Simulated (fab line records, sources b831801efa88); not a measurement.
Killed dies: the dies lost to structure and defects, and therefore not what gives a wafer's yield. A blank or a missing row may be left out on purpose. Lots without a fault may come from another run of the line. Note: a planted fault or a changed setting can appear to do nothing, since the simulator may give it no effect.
fab line records	flow sky130	part 1 of 2: steps 1 to 27 of 38
[record] lots = 5	wafers = 15	lastDay = 49
route steps=708 shown GATE_OXIDE@191 POLY_GATE@204 RES_PROTECT@206
lots that met no fault: from a run of the same line without faults
startH: start of the lot's first displayed wafer, in hours after the record's first day	waitH: hours elapsed since this lot's preceding step	" repeats the value in the row above	L1.1+2: a row that stands for several wafers	- either no value or no given start	* or withheld: withheld	< > ~ a bound
route shown NAME@n: a module of which the file shows steps, and the number in the route of the first	usual: mean and standard deviation over wafers with no fault	same: alike in all rows	chamber/n: place in a boat	sites: each site's reading	_std_site: standard deviation of those values	_edge_site: mean of outer sites minus mean of inner sites	radiusMm: for every site, how far away it sits from the centre of the wafer	mask NAME#n: copy n	behind: the tool/chamber that last shaped the wafer	hold: why the lot was held/for how many hours/how that ended	device: which transistor (n, p or np) failed to switch	end of line: tests run on the same wafers once the route is complete	for a step that has no rows: nothing shown but its recipe	killed: dies that structure and defects cost at the first sort, which is not the same as the wafer's yield	map: a wafer's dies, x killed, . not, _ none there
set.NAME: setting as actually run; set.NAME@STEP: the setting as run at that earlier step	model.NAME: the simulator's own value behind a step, which no gauge read
lots seen at some steps along the route; tables by step, rows by wafer
services: when a tool's chamber went out of use (startH, in hours from the record's first day, below 0 if earlier), for how many hours, and the reason
[[steps]]
[step SKY_GATE_OXIDE_HMDS_04]
[recipe] primeTimeS = 60	primeTempC = 120
[usual] exhaustPa = 44.9/0.88
lot.wafer	tool	chamber	startH	waitH	exhaustPa
L077.1	lithoTrack-03	0	316.24	0.1	45.6
L077.4	"	0	"	"	44.9
L077.6	"	0	"	"	46.2
L078.1	lithoTrack-04	0	327.98	0.1	45.0
L078.3	"	0	"	"	44.3
L078.5	"	0	"	"	45.3
L084.1	lithoTrack-01	0	397.46	0.1	44.1
L084.3	"	0	"	"	44.4
L084.4	"	0	"	"	44.1
L086.1	lithoTrack-04	0	407.58	0.1	45.3
L086.3	"	0	"	"	44.8
L086.4	"	0	"	"	46.6
L090.2	lithoTrack-01	0	448.68	0.1	46.5
L090.3	"	0	"	"	46.1
L090.5	"	0	"	"	44.8
[step SKY_GATE_OXIDE_COAT_05]
[recipe] resist = NOVOLAK	spinRpm = 3000	resistThkNm = 1140
[usual] exhaustPa = 45.2/0.95
lot.wafer	tool	chamber	startH	waitH	exhaustPa
L077.1	lithoTrack-03	0	316.39	0.1	43.0
L077.4	"	0	"	"	44.3
L077.6	"	0	"	"	42.5
L078.1	lithoTrack-04	0	328.13	0.1	44.5
L078.3	"	0	"	"	44.2
L078.5	"	0	"	"	45.1
L084.1	lithoTrack-01	0	397.61	0.1	44.8
L084.3	"	0	"	"	44.4
L084.4	"	0	"	"	43.4
L086.1	lithoTrack-04	0	407.73	0.1	45.2
L086.3	"	0	"	"	45.5
L086.4	"	0	"	"	47.1
L090.2	lithoTrack-01	0	448.83	0.1	44.8
L090.3	"	0	"	"	44.6
L090.5	"	0	"	"	44.9
[step SKY_GATE_OXIDE_SOFTBAKE_06]
[recipe] tempC = 90	timeS = 60	resist = NOVOLAK
[usual] exhaustPa = 45.1/0.89
lot.wafer	tool	chamber	startH	waitH	exhaustPa
L077.1	lithoTrack-03	0	316.54	0.1	45.9
L077.4	"	0	"	"	45.9
L077.6	"	0	"	"	46.0
L078.1	lithoTrack-04	0	328.28	0.1	44.8
L078.3	"	0	"	"	44.6
L078.5	"	0	"	"	44.9
L084.1	lithoTrack-01	0	397.76	0.1	45.4
L084.3	"	0	"	"	44.8
L084.4	"	0	"	"	44.0
L086.1	lithoTrack-04	0	407.88	0.1	44.4
L086.3	"	0	"	"	46.7
L086.4	"	0	"	"	46.8
L090.2	lithoTrack-01	0	448.98	0.1	45.0
L090.3	"	0	"	"	45.3
L090.5	"	0	"	"	43.8
[step SKY_GATE_OXIDE_EXPOSE_07]
[recipe] maskId = LVOM	na = 0.6	sourceShape = conventional	sigmaOuter = 0.6	polarization = unpolarized	targetCdNm = 600	doseMj = 170
lot.wafer	tool	chamber	startH	waitH	mask
L077.1+4+6	ilineStepper-02	0	-	-	LVOM#0
L078.1+3+5	ilineStepper-01	0	-	-	LVOM#0
L084.1+3+4	ilineStepper-02	0	-	-	LVOM#0
L086.1+3+4	ilineStepper-02	0	-	-	LVOM#0
L090.2+3+5	ilineStepper-01	0	-	-	LVOM#0
[step SKY_GATE_OXIDE_PEB_08]
[recipe] tempC = withheld	timeS = *	resist = NOVOLAK
[usual] exhaustPa = 44.9/0.94
lot.wafer	tool	chamber	startH	waitH	exhaustPa
L077.1	lithoTrack-04	0	-	-	45.5
L077.4	"	0	"	"	46.0
L077.6	"	0	"	"	45.5
L078.1	lithoTrack-04	0	-	-	43.7
L078.3	"	0	"	"	44.4
L078.5	"	0	"	"	44.2
L084.1	lithoTrack-03	0	-	-	44.3
L084.3	"	0	"	"	45.1
L084.4	"	0	"	"	44.4
L086.1	lithoTrack-04	0	-	-	46.0
L086.3	"	0	"	"	44.0
L086.4	"	0	"	"	44.1
L090.2	lithoTrack-03	0	-	-	44.1
L090.3	"	0	"	"	44.7
L090.5	"	0	"	"	45.4
[step SKY_GATE_OXIDE_DEVELOP_09]
[recipe] resist = NOVOLAK	developer = TMAH	developTimeS = 60	devTempC = 23
[usual] exhaustPa = 44.9/0.8
lot.wafer	tool	chamber	startH	waitH	exhaustPa
L077.1	lithoTrack-04	0	328.88	0.1	44.6
L077.4	"	0	"	"	44.1
L077.6	"	0	"	"	45.5
L078.1	lithoTrack-04	0	341.68	0.1	45.8
L078.3	"	0	"	"	44.1
L078.5	"	0	"	"	45.0
L084.1	lithoTrack-03	0	411.43	0.1	44.8
L084.3	"	0	"	"	45.0
L084.4	"	0	"	"	44.9
L086.1	lithoTrack-04	0	421.83	0.1	44.3
L086.3	"	0	"	"	45.3
L086.4	"	0	"	"	43.9
L090.2	lithoTrack-03	0	463.61	0.1	44.4
L090.3	"	0	"	"	44.5
L090.5	"	0	"	"	44.9
[step SKY_GATE_OXIDE_OVL_MEAS_10]
[usual] GATE_OXIDE_OVL = -0.2/0.91
lot.wafer	tool	chamber	startH	waitH	GATE_OXIDE_OVL[nm]
L077.1	overlay-01	-	329.03	0.1	0.0
L077.4	"	-	"	"	1.2
L077.6	"	-	"	"	0.2
L078.1	overlay-02	-	341.83	0.1	-1.1
L078.3	"	-	"	"	-0.8
L078.5	"	-	"	"	-1.6
L084.1	overlay-01	-	411.58	0.1	-0.1
L084.3	"	-	"	"	-0.2
L084.4	"	-	"	"	-1.6
L086.1	overlay-01	-	421.98	0.1	0.7
L086.3	"	-	"	"	0.2
L086.4	"	-	"	"	0.3
L090.2	overlay-02	-	463.74	0.1	-0.6
L090.3	"	-	"	"	-0.3
L090.5	"	-	"	"	0.2
[step SKY_GATE_OXIDE_IMPLANT_11]
[recipe] species = B	energyKev = 10	doseCm2 = 2.6e+12	tiltDeg = withheld
lot.wafer	tool	chamber	startH	waitH
L077.1+4+6	implanter-03	0	329.06	0.0
L078.1+3+5	implanter-04	0	341.86	0.0
L084.1+3+4	implanter-02	0	411.62	0.0
L086.1+3+4	implanter-04	0	422.01	0.0
L090.2+3+5	implanter-04	0	463.80	0.0
[step SKY_GATE_OXIDE_WET_ETCH_12]
[recipe] chemistry = dHF	targetDepthNm = 16.8	dry = n2Spin	target = SiO2	dilution = 100:1	tempC = 25	timeS = 336
lot.wafer	tool	chamber	startH	waitH
L077.1+4+6	wetBench-04	3	329.21	0.1
L078.1+3+5	wetBench-04	0	342.01	0.1
L084.1+3+4	wetBench-02	3	411.77	0.1
L086.1+3+4	wetBench-01	1	422.16	0.1
L090.2+3+5	wetBench-01	3	463.92	0.1
[step SKY_GATE_OXIDE_STRIP_13]
[recipe] chemistry = O2/N2	powerW = 1400	pressureMtorr = 1500	platenTempC = withheld	o2FlowSccm = 3000	n2FlowSccm = 300	overashFraction = 0.5
[usual] drypumpMotorCurrentA = 5.8/0.43	oesProductAu = 0.716/0.005	stripTimeToEndpointS = 14.18/0.038
lot.wafer	tool	chamber	startH	waitH	drypumpMotorCurrentA	oesProductAu	rfHoursCounterH	stripTimeToEndpointS
L077.1	plasmaAsher-03	0	329.33	0.0	5.9	0.715	21	14.19
L077.4	"	1	"	"	5.6	0.713	-	14.23
L077.6	"	0	"	"	5.9	0.717	-	14.17
L078.1	plasmaAsher-03	1	342.12	0.0	5.6	0.718	23	14.16
L078.3	"	1	"	"	5.7	0.714	-	14.11
L078.5	"	0	"	"	5.9	0.710	-	14.12
L084.1	plasmaAsher-03	0	411.87	0.0	5.9	0.714	30	14.17
L084.3	"	0	"	"	5.9	0.715	-	14.22
L084.4	"	1	"	"	5.6	0.705	-	14.21
L086.1	plasmaAsher-03	1	422.27	0.0	5.6	0.719	31	14.12
L086.3	"	1	"	"	5.6	0.715	-	14.14
L086.4	"	0	"	"	5.9	0.709	-	14.14
L090.2	plasmaAsher-04	1	464.02	0.0	4.9	0.709	66	14.20
L090.3	"	0	"	"	5.9	0.709	-	14.15
L090.5	"	0	"	"	5.9	0.720	-	14.17
[step SKY_GATE_OXIDE_TW_MEAS_14]
[usual] GATE_OXIDE_TW = 224.7/1.1
lot.wafer	tool	chamber	startH	waitH	GATE_OXIDE_TW
L077.1	filmMetro-02	-	329.43	0.1	224.6
L077.4	"	-	"	"	226.0
L077.6	"	-	"	"	226.0
L078.1	filmMetro-04	-	342.22	0.1	224.2
L078.3	"	-	"	"	224.4
L078.5	"	-	"	"	224.3
L084.1	filmMetro-04	-	411.97	0.1	224.5
L084.3	"	-	"	"	224.3
L084.4	"	-	"	"	224.9
L086.1	filmMetro-02	-	422.37	0.1	227.2
L086.3	"	-	"	"	226.2
L086.4	"	-	"	"	226.9
L090.2	filmMetro-02	-	464.13	0.1	223.9
L090.3	"	-	"	"	225.6
L090.5	"	-	"	"	224.7
[step SKY_GATE_OXIDE_CLEAN_15]
[recipe] chemistry = SC1/SC2	mix = 1:4:20	tempC = 70	timeS = 150	dry = n2Spin
lot.wafer	tool	chamber	startH	waitH
L077.1+4+6	wetBench-01	2	329.49	0.1
L078.1+3+5	wetBench-01	1	342.28	0.1
L084.1+3+4	wetBench-01	2	412.03	0.1
L086.1+3+4	wetBench-02	0	422.43	0.1
L090.2+3+5	wetBench-04	1	464.18	0.0
[step SKY_GATE_OXIDE_OXIDATION_16]
[recipe] tempC = 800	ambient = O2	idleTempC = 700	rampUpCPerMin = 10	rampDownCPerMin = 3	stabiliseS = 600	purgeS = 300	targetThkA = 35.7	oxTimeS = 1915
[usual] zonePowerLowerPct = 13.7/1.5
[same] stabiliseS = 600
lot.wafer	tool	chamber	startH	waitH	zonePowerLowerPct
L077.1	furnace-02	0	330.31	0.8	15.4
L077.4	"	0	"	"	15.1
L077.6	"	0	"	"	15.7
L078.1	furnace-01	0	342.98	0.7	12.4
L078.3	"	0	"	"	12.5
L078.5	"	0	"	"	12.3
L084.1	furnace-02	0	417.37	5.3	15.4
L084.3	"	0	"	"	15.5
L084.4	"	0	"	"	15.4
L086.1	furnace-01	0	429.58	7.1	12.4
L086.3	"	0	"	"	12.2
L086.4	"	0	"	"	12.3
L090.2	furnace-01	0	468.42	4.2	12.2
L090.3	"	0	"	"	12.4
L090.5	"	0	"	"	12.3
[step SKY_POLY_GATE_CVD_00]
[recipe] material = poly-Si	targetThkNm = 180	tempC = 620	timeS = 720	pressureMtorr = 200
[usual] zonePowerLowerPct = 8.21/0.14
lot.wafer	tool	chamber	startH	waitH	zonePowerLowerPct
L077.1	lpcvd-01	1	331.85	0.0	8.41
L077.4	"	1	"	"	8.26
L077.6	"	1	"	"	8.14
L078.1	lpcvd-01	0	344.51	0.0	8.05
L078.3	"	0	"	"	8.02
L078.5	"	0	"	"	7.94
L084.1	lpcvd-01	1	418.91	0.0	8.36
L084.3	"	1	"	"	8.29
L084.4	"	1	"	"	8.51
L086.1	lpcvd-01	0	431.11	0.0	8.15
L086.3	"	0	"	"	8.13
L086.4	"	0	"	"	7.95
L090.2	lpcvd-01	0	469.95	0.0	8.06
L090.3	"	0	"	"	8.22
L090.5	"	0	"	"	8.15
[step SKY_POLY_GATE_THK_MEAS_01]
[recipe] reads = poly-Si_of_POLY_GATE_CVD_00
[usual] POLY_GATE_CVD_00_THK = 180.1/1.8
lot.wafer	tool	chamber	startH	waitH	POLY_GATE_CVD_00_THK[nm]
L077.1	filmMetro-01	-	333.05	0.0	182.8
L077.4	"	-	"	"	181.2
L077.6	"	-	"	"	183.3
L078.1	filmMetro-02	-	345.71	0.0	182.2
L078.3	"	-	"	"	180.9
L078.5	"	-	"	"	182.0
L084.1	filmMetro-01	-	420.11	0.0	178.7
L084.3	"	-	"	"	179.2
L084.4	"	-	"	"	177.9
L086.1	filmMetro-01	-	432.91	0.0	182.6
L086.3	"	-	"	"	181.1
L086.4	"	-	"	"	181.6
L090.2	filmMetro-02	-	471.16	0.0	181.7
L090.3	"	-	"	"	182.0
L090.5	"	-	"	"	180.8
[step SKY_RES_PROTECT_DEHYDRATE_00]
[recipe] tempC = 200	timeS = 60
[usual] exhaustPa = 45.0/0.8
lot.wafer	tool	chamber	startH	waitH	exhaustPa
L077.1	lithoTrack-03	0	346.04	13.0	45.1
L077.4	"	0	"	"	45.4
L077.6	"	0	"	"	44.9
L078.1	lithoTrack-02	0	358.54	12.8	44.9
L078.3	"	0	"	"	45.8
L078.5	"	0	"	"	44.3
L084.1	lithoTrack-03	0	433.73	13.6	44.7
L084.3	"	0	"	"	44.5
L084.4	"	0	"	"	45.5
L086.1	lithoTrack-03	0	447.33	14.4	45.6
L086.3	"	0	"	"	45.2
L086.4	"	0	"	"	43.8
L090.2	lithoTrack-01	0	485.53	14.4	44.0
L090.3	"	0	"	"	44.7
L090.5	"	0	"	"	44.8
[step SKY_RES_PROTECT_HMDS_01]
[recipe] primeTimeS = 60	primeTempC = 120
[usual] exhaustPa = 44.8/0.87
lot.wafer	tool	chamber	startH	waitH	exhaustPa
L077.1	lithoTrack-03	0	346.19	0.1	43.6
L077.4	"	0	"	"	44.2
L077.6	"	0	"	"	45.8
L078.1	lithoTrack-02	0	358.69	0.1	44.7
L078.3	"	0	"	"	44.6
L078.5	"	0	"	"	43.8
L084.1	lithoTrack-03	0	433.88	0.1	44.4
L084.3	"	0	"	"	45.2
L084.4	"	0	"	"	43.7
L086.1	lithoTrack-03	0	447.48	0.1	45.0
L086.3	"	0	"	"	44.4
L086.4	"	0	"	"	44.7
L090.2	lithoTrack-01	0	485.68	0.1	46.1
L090.3	"	0	"	"	45.9
L090.5	"	0	"	"	46.1
[step SKY_RES_PROTECT_COAT_02]
[recipe] resist = NOVOLAK	spinRpm = 3000	resistThkNm = 1140
[usual] exhaustPa = 45.3/0.9
lot.wafer	tool	chamber	startH	waitH	exhaustPa
L077.1	lithoTrack-03	0	346.34	0.1	44.3
L077.4	"	0	"	"	44.5
L077.6	"	0	"	"	46.1
L078.1	lithoTrack-02	0	358.84	0.1	45.8
L078.3	"	0	"	"	45.1
L078.5	"	0	"	"	46.9
L084.1	lithoTrack-03	0	434.03	0.1	44.7
L084.3	"	0	"	"	45.1
L084.4	"	0	"	"	46.5
L086.1	lithoTrack-03	0	447.63	0.1	45.7
L086.3	"	0	"	"	46.4
L086.4	"	0	"	"	45.6
L090.2	lithoTrack-01	0	485.83	0.1	45.5
L090.3	"	0	"	"	45.7
L090.5	"	0	"	"	44.7
[step SKY_RES_PROTECT_SOFTBAKE_03]
[recipe] tempC = 90	timeS = 60	resist = NOVOLAK
[usual] exhaustPa = 45.0/0.94
lot.wafer	tool	chamber	startH	waitH	exhaustPa
L077.1	lithoTrack-03	0	346.49	0.1	45.0
L077.4	"	0	"	"	44.0
L077.6	"	0	"	"	45.8
L078.1	lithoTrack-02	0	358.99	0.1	45.8
L078.3	"	0	"	"	46.5
L078.5	"	0	"	"	46.4
L084.1	lithoTrack-03	0	434.18	0.1	44.3
L084.3	"	0	"	"	43.7
L084.4	"	0	"	"	44.6
L086.1	lithoTrack-03	0	447.78	0.1	45.6
L086.3	"	0	"	"	45.7
L086.4	"	0	"	"	45.7
L090.2	lithoTrack-01	0	485.98	0.1	45.1
L090.3	"	0	"	"	44.7
L090.5	"	0	"	"	43.6
[step SKY_RES_PROTECT_EXPOSE_04]
[recipe] maskId = RPM	na = 0.6	sourceShape = conventional	sigmaOuter = 0.6	polarization = unpolarized	targetCdNm = 1270	doseMj = 131
lot.wafer	tool	chamber	startH	waitH	mask
L077.1+4+6	ilineStepper-01	0	-	-	RPM#0
L078.1+3+5	ilineStepper-02	0	-	-	RPM#0
L084.1+3+4	ilineStepper-01	0	-	-	RPM#0
L086.1+3+4	ilineStepper-01	0	-	-	RPM#0
L090.2+3+5	ilineStepper-01	0	-	-	RPM#0
[step SKY_RES_PROTECT_PEB_05]
[recipe] tempC = withheld	timeS = *	resist = NOVOLAK
[usual] exhaustPa = 44.9/0.98
lot.wafer	tool	chamber	startH	waitH	exhaustPa
L077.1	lithoTrack-01	0	-	-	43.9
L077.4	"	0	"	"	44.4
L077.6	"	0	"	"	45.0
L078.1	lithoTrack-01	0	-	-	45.1
L078.3	"	0	"	"	45.8
L078.5	"	0	"	"	45.9
L084.1	lithoTrack-03	0	-	-	43.4
L084.3	"	0	"	"	43.3
L084.4	"	0	"	"	43.8
L086.1	lithoTrack-01	0	-	-	43.1
L086.3	"	0	"	"	45.0
L086.4	"	0	"	"	44.2
L090.2	lithoTrack-03	0	-	-	45.3
L090.3	"	0	"	"	45.9
L090.5	"	0	"	"	44.8
[step SKY_RES_PROTECT_DEVELOP_06]
[recipe] resist = NOVOLAK	developer = TMAH	developTimeS = 60	devTempC = 23
[usual] exhaustPa = 44.8/0.89
lot.wafer	tool	chamber	startH	waitH	exhaustPa
L077.1	lithoTrack-01	0	360.46	0.1	44.5
L077.4	"	0	"	"	44.9
L077.6	"	0	"	"	45.3
L078.1	lithoTrack-01	0	372.96	0.1	44.7
L078.3	"	0	"	"	42.7
L078.5	"	0	"	"	43.9
L084.1	lithoTrack-03	0	449.03	0.1	44.7
L084.3	"	0	"	"	43.7
L084.4	"	0	"	"	44.5
L086.1	lithoTrack-01	0	462.21	0.1	43.0
L086.3	"	0	"	"	43.8
L086.4	"	0	"	"	43.3
L090.2	lithoTrack-03	0	501.11	0.1	45.3
L090.3	"	0	"	"	44.5
L090.5	"	0	"	"	44.1
[step SKY_POLY_GATE_IMPLANT_02]
[recipe] species = P	energyKev = 29.84	doseCm2 = 7.7e+15	tiltDeg = 0
[usual] tiltDeg = -0.003/0.021
lot.wafer	tool	chamber	startH	waitH	tiltDeg
L077.1	implanter-01	0	360.61	0.1	-0.017
L077.4	"	0	"	"	-0.025
L077.6	"	0	"	"	-0.001
L078.1	implanter-01	0	373.11	0.1	-0.017
L078.3	"	0	"	"	-0.023
L078.5	"	0	"	"	-0.005
L084.1	implanter-01	0	449.18	0.1	0.015
L084.3	"	0	"	"	0.006
L084.4	"	0	"	"	0.019
L086.1	implanter-01	0	462.36	0.1	0.018
L086.3	"	0	"	"	0.018
L086.4	"	0	"	"	0.000
L090.2	implanter-04	0	501.26	0.1	-0.026
L090.3	"	0	"	"	-0.042
L090.5	"	0	"	"	-0.037
[step SKY_RES_PROTECT_STRIP_07]
[recipe] chemistry = O2/N2	powerW = 1400	pressureMtorr = 1500	platenTempC = withheld	o2FlowSccm = 3000	n2FlowSccm = 300	overashFraction = 0.5
[usual] drypumpMotorCurrentA = 5.8/0.44	oesProductAu = 0.518/0.0049	stripTimeToEndpointS = 23.26/0.04
lot.wafer	tool	chamber	startH	waitH	drypumpMotorCurrentA	oesProductAu	rfHoursCounterH	stripTimeToEndpointS
L077.1	plasmaAsher-03	1	360.76	0.1	5.6	0.514	25	23.30
L077.4	"	1	"	"	5.6	0.517	-	23.27
L077.6	"	0	"	"	5.9	0.519	-	23.29
L078.1	plasmaAsher-02	1	373.26	0.1	5.5	0.515	69	23.29
L078.3	"	1	"	"	5.5	0.520	-	23.29
L078.5	"	0	"	"	6.3	0.527	-	23.29
L084.1	plasmaAsher-03	0	449.33	0.1	5.9	0.512	34	23.22
L084.3	"	1	"	"	5.6	0.513	-	23.28
L084.4	"	0	"	"	5.9	0.520	-	23.22
L086.1	plasmaAsher-02	0	462.51	0.1	6.3	0.514	3	23.28
L086.3	"	0	"	"	6.3	0.510	-	23.27
L086.4	"	1	"	"	5.4	0.510	-	23.30
L090.2	plasmaAsher-03	1	501.38	0.1	5.7	0.514	39	23.16
L090.3	"	1	"	"	5.6	0.517	-	23.23
L090.5	"	1	"	"	5.6	0.520	-	23.21
[step SKY_RES_PROTECT_TW_MEAS_08]
[usual] POLY_GATE_TW = 4021/32
lot.wafer	tool	chamber	startH	waitH	POLY_GATE_TW
L077.1	filmMetro-03	-	360.86	0.1	4034
L077.4	"	-	"	"	4031
L077.6	"	-	"	"	4053
L078.1	filmMetro-02	-	373.36	0.1	4043
L078.3	"	-	"	"	4026
L078.5	"	-	"	"	4040
L084.1	filmMetro-01	-	449.43	0.1	3997
L084.3	"	-	"	"	3978
L084.4	"	-	"	"	3983
L086.1	filmMetro-03	-	462.61	0.1	4056
L086.3	"	-	"	"	4064
L086.4	"	-	"	"	4082
L090.2	filmMetro-03	-	501.49	0.1	4042
L090.3	"	-	"	"	4056
L090.5	"	-	"	"	4030
[step SKY_RES_PROTECT_CLEAN_09]
[recipe] chemistry = SC1/SC2	mix = 1:4:20	tempC = 70	timeS = 150	dry = n2Spin
lot.wafer	tool	chamber	startH	waitH
L077.1+4+6	wetBench-02	1	360.92	0.1
L078.1+3+5	wetBench-02	2	373.42	0.1
L084.1+3+4	wetBench-02	2	449.49	0.1
L086.1+3+4	wetBench-01	2	462.67	0.1
L090.2+3+5	wetBench-03	3	501.54	0.0
[step SKY_POLY_GATE_CVD_03]
[recipe] material = Si3N4	precursor = DCS/NH3	targetThkNm = 75	tempC = 770	timeS = 1290	pressureMtorr = 250
[usual] zonePowerLowerPct = 13.58/0.26
lot.wafer	tool	chamber	startH	waitH	zonePowerLowerPct
L077.1	lpcvd-02	0	360.97	0.0	13.39
L077.4	"	0	"	"	13.44
L077.6	"	0	"	"	13.52
L078.1	lpcvd-02	0	373.47	0.0	13.22
L078.3	"	0	"	"	13.45
L078.5	"	0	"	"	13.35
L084.1	lpcvd-02	1	449.54	0.0	13.64
L084.3	"	1	"	"	13.88
L084.4	"	1	"	"	13.60
L086.1	lpcvd-02	1	463.00	0.3	13.66
L086.3	"	1	"	"	13.62
L086.4	"	1	"	"	13.81
L090.2	lpcvd-02	1	501.68	0.1	13.74
L090.3	"	1	"	"	13.94
L090.5	"	1	"	"	13.86
